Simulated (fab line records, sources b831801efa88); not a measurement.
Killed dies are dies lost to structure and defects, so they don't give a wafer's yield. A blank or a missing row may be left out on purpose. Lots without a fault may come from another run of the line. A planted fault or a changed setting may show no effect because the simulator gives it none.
Which tool did it? | flow gf180mcu | 11 lots, 32 wafers sampled, at 7 steps of a route of 602

WHAT THE GAUGES READ, wafer by wafer
GF_V2_RS_MEAS_24: measures by four-point-probe.
lot  | measured     | on            | V2_W_RS (ohm/sq)
L586 | day 20 08:56 | film_metro-04 | 0.331 0.330 0.329
L588 | day 20 22:53 | film_metro-04 | 0.333 0.334 0.332
L594 | day 23 10:44 | film_metro-01 | 0.330 0.281
L595 | day 23 20:44 | film_metro-03 | 0.280 0.280 0.323
L596 | day 24 02:01 | film_metro-04 | 0.284 0.284 0.330
L597 | day 24 10:11 | film_metro-04 | 0.329 0.331 0.330
L602 | day 26 03:07 | film_metro-01 | 0.328 0.326 0.330
L604 | day 27 00:07 | film_metro-03 | 0.322 0.322 0.318
L607 | day 27 12:31 | film_metro-01 | 0.334 0.331 0.331
L608 | day 27 21:37 | film_metro-03 | 0.332 0.330 0.332
L609 | day 28 04:28 | film_metro-01 | 0.331 0.334 0.328

GF_V2_THK_MEAS_25: measures by xrf.
lot  | measured     | on            | V2_W_THK (nm)
L586 | day 20 09:04 | film_metro-04 | 341 343 344
L588 | day 20 23:01 | film_metro-04 | 341 341 343
L594 | day 23 10:52 | film_metro-01 | 346 406
L595 | day 23 20:50 | film_metro-03 | 411 410 356
L596 | day 24 02:07 | film_metro-04 | 402 398 343
L597 | day 24 10:16 | film_metro-04 | 345 343 343
L602 | day 26 03:14 | film_metro-01 | 351 350 346
L604 | day 27 00:13 | film_metro-03 | 356 358 363
L607 | day 27 12:38 | film_metro-01 | 343 345 345
L608 | day 27 21:44 | film_metro-03 | 347 351 349
L609 | day 28 04:34 | film_metro-01 | 346 343 350

GF_M3_RS_MEAS_05: measures by four-point-probe.
lot  | measured     | on            | M3_ALCU_RS (ohm/sq)
L586 | day 20 09:38 | film_metro-02 | 0.0697 0.0694 0.0683
L588 | day 20 23:35 | film_metro-02 | 0.0692 0.0707 0.0690
L594 | day 23 11:26 | film_metro-04 | 0.0700 0.0695
L595 | day 23 21:26 | film_metro-01 | 0.0688 0.0684 0.0689
L596 | day 24 02:43 | film_metro-04 | 0.0693 0.0692 0.0687
L597 | day 24 10:53 | film_metro-04 | 0.0686 0.0697 0.0695
L602 | day 26 03:49 | film_metro-04 | 0.0696 0.0691 0.0687
L604 | day 27 00:49 | film_metro-02 | 0.0699 0.0692 0.0705
L607 | day 27 13:13 | film_metro-02 | 0.0688 0.0695 0.0694
L608 | day 27 22:19 | film_metro-04 | 0.0702 0.0709 0.0713
L609 | day 28 05:10 | film_metro-01 | 0.0691 0.0702 0.0689

WHICH TOOL RAN EACH LOT (tool, then ch and the chambers of the sampled wafers, then the start)
lot  | GF_M2_METAL_ETCH_16               | GF_V2_CVD_23                  | GF_V2_CMP_26                  | GF_M3_SPUTTER_03
L586 | rie_metal-03 ch 0,1, day 19 06:20 | cvd_w-02 ch 0,1, day 20 08:49 | cmp-01 ch 0,2, day 20 09:10   | pvd_sputter-01, day 20 09:35
L588 | rie_metal-03 ch 0, day 19 20:41   | cvd_w-02 ch 0,1, day 20 22:47 | cmp-02 ch 2,3, day 20 23:04   | pvd_sputter-01, day 20 23:32
L594 | rie_metal-03 ch 0, day 22 09:50   | cvd_w-01 ch 0,1, day 23 10:37 | cmp-01 ch 0,1, day 23 10:55   | pvd_sputter-03, day 23 11:23
L595 | rie_metal-03 ch 0, day 22 19:44   | cvd_w-01 ch 0,1, day 23 20:35 | cmp-01 ch 0,1, day 23 20:53   | pvd_sputter-02, day 23 21:21
L596 | rie_metal-02 ch 1, day 23 01:29   | cvd_w-01 ch 0,1, day 24 01:53 | cmp-01 ch 0,2, day 24 02:10   | pvd_sputter-02, day 24 02:38
L597 | rie_metal-03 ch 0,1, day 23 09:35 | cvd_w-02 ch 0,1, day 24 10:03 | cmp-02 ch 1,2, day 24 10:21   | pvd_sputter-01, day 24 10:46
L602 | rie_metal-01 ch 0,1, day 25 03:46 | cvd_w-01 ch 1, day 26 03:00   | cmp-01 ch 0,1,3, day 26 03:23 | pvd_sputter-01, day 26 03:45
L604 | rie_metal-03 ch 0,1, day 25 22:20 | cvd_w-01 ch 0,1, day 26 23:59 | cmp-02 ch 0,2, day 27 00:16   | pvd_sputter-01, day 27 00:44
L607 | rie_metal-03 ch 0,1, day 26 13:52 | cvd_w-02 ch 0,1, day 27 12:24 | cmp-01 ch 0,1,3, day 27 12:41 | pvd_sputter-02, day 27 13:09
L608 | rie_metal-01 ch 0, day 26 23:08   | cvd_w-01 ch 1, day 27 21:30   | cmp-02 ch 0,1,3, day 27 21:47 | pvd_sputter-02, day 27 22:15
L609 | rie_metal-03 ch 0,1, day 27 06:26 | cvd_w-02 ch 0, day 28 04:19   | cmp-01 ch 0,3, day 28 04:37   | pvd_sputter-03, day 28 05:05
- GF_M2_METAL_ETCH_16: etches the open film in Cl2/BCl3, stops on SiO2, target depth 627.5 nm, time 104.6 s.
- GF_V2_CVD_23: deposits W, target thk 350 nm, time 104.94 s.
- GF_V2_CMP_26: polishes, stops on SiO2, t overpolish 15 s, target thk 0 nm.
- GF_M3_SPUTTER_03: material Ti, target thk 10 nm, time 6.7 s.

WHAT THE TOOLS THEMSELVES READ (means of the sampled wafers that have a number; where no wafer has one, the mark that the record gives instead)
GF_M2_METAL_ETCH_16.
lot  | tool         | drypump_motor_current_A (A) | oes_product_au (a.u.) | throttle_valve_pct (%)
L586 | rie_metal-03 | 6.10                        | 0.971                 | 28.255
L588 | rie_metal-03 | 5.95                        | 0.970                 | 28.267
L594 | rie_metal-03 | 5.97                        | 0.972                 | 28.258
L595 | rie_metal-03 | 5.96                        | 0.975                 | 28.253
L596 | rie_metal-02 | 6.03                        | 0.971                 | 28.248
L597 | rie_metal-03 | 6.25                        | 0.969                 | 28.256
L602 | rie_metal-01 | 6.16                        | 0.971                 | 28.242
L604 | rie_metal-03 | 6.10                        | 0.973                 | 28.247
L607 | rie_metal-03 | 6.23                        | 0.969                 | 28.251
L608 | rie_metal-01 | 6.46                        | 0.977                 | 28.244
L609 | rie_metal-03 | 6.24                        | 0.975                 | 28.270

GF_V2_CVD_23.
lot  | tool     | heater_power_w (W)
L586 | cvd_w-02 | 854
L588 | cvd_w-02 | 852
L594 | cvd_w-01 | 934
L595 | cvd_w-01 | 961
L596 | cvd_w-01 | 952
L597 | cvd_w-02 | 872
L602 | cvd_w-01 | 883
L604 | cvd_w-01 | 966
L607 | cvd_w-02 | 888
L608 | cvd_w-01 | 874
L609 | cvd_w-02 | 876

GF_V2_CMP_26.
lot  | tool   | motor_current_A (A) | time_to_endpoint_s (s)
L586 | cmp-01 | 12.3                | 80
L588 | cmp-02 | 9.8                 | 84
L594 | cmp-01 | 11.3                | 92
L595 | cmp-01 | 11.4                | 95
L596 | cmp-01 | 11.9                | 91
L597 | cmp-02 | 9.9                 | 84
L602 | cmp-01 | 12.2                | 81
L604 | cmp-02 | 9.9                 | 86
L607 | cmp-01 | 11.9                | 80
L608 | cmp-02 | 11.2                | 82
L609 | cmp-01 | 12.6                | 81

GF_M3_SPUTTER_03.
lot  | tool           | chamber_pressure_pa (Pa) | throttle_valve_pct (%)
L586 | pvd_sputter-01 | 0.2998                   | 29.6
L588 | pvd_sputter-01 | 0.3001                   | 29.8
L594 | pvd_sputter-03 | 0.2996                   | 28.9
L595 | pvd_sputter-02 | 0.2998                   | 31.4
L596 | pvd_sputter-02 | 0.3001                   | 30.8
L597 | pvd_sputter-01 | 0.2999                   | 29.6
L602 | pvd_sputter-01 | 0.2999                   | 29.5
L604 | pvd_sputter-01 | 0.3004                   | 29.4
L607 | pvd_sputter-02 | 0.3001                   | 30.8
L608 | pvd_sputter-02 | 0.3002                   | 30.6
L609 | pvd_sputter-03 | 0.3000                   | 31.0

THE ANSWER, worked out from the rows above alone
Rule: what is usual is taken from the lots themselves. Put in order of their means at a reading, lots are off if they are a third of the lots or fewer, leave a main group of 4 or more, and stand apart from it by a gap of 3 or more times the standard deviation of the main group's means; of several such gaps the widest counts. A main group whose means are all the same, to the digits that the tables above print for the reading, isn't used. A lot without any number at a reading at which 4 lots or more have one is off too. The other lots that the step has rows for count as sound. The gauges are gone through in route order, then the tools' own readings, and for those a lot's mean is taken as printed above. The first step at which some lot is off is used, and at that step the reading that is off furthest; a lot without a number counts as furthest.
Off: L594, L595, L596, at GF_V2_RS_MEAS_24 (V2_W_RS). The main group: mean 0.330 ohm/sq, standard deviation 0.0036.
A tool fits if, at a process step before that reading, it ran every lot that is off, and no sound lot after the first of them. The gauges at GF_V2_RS_MEAS_24 are tried like those tools. None of those tried fits.

WHAT THE SIMULATOR HAD PUT IN
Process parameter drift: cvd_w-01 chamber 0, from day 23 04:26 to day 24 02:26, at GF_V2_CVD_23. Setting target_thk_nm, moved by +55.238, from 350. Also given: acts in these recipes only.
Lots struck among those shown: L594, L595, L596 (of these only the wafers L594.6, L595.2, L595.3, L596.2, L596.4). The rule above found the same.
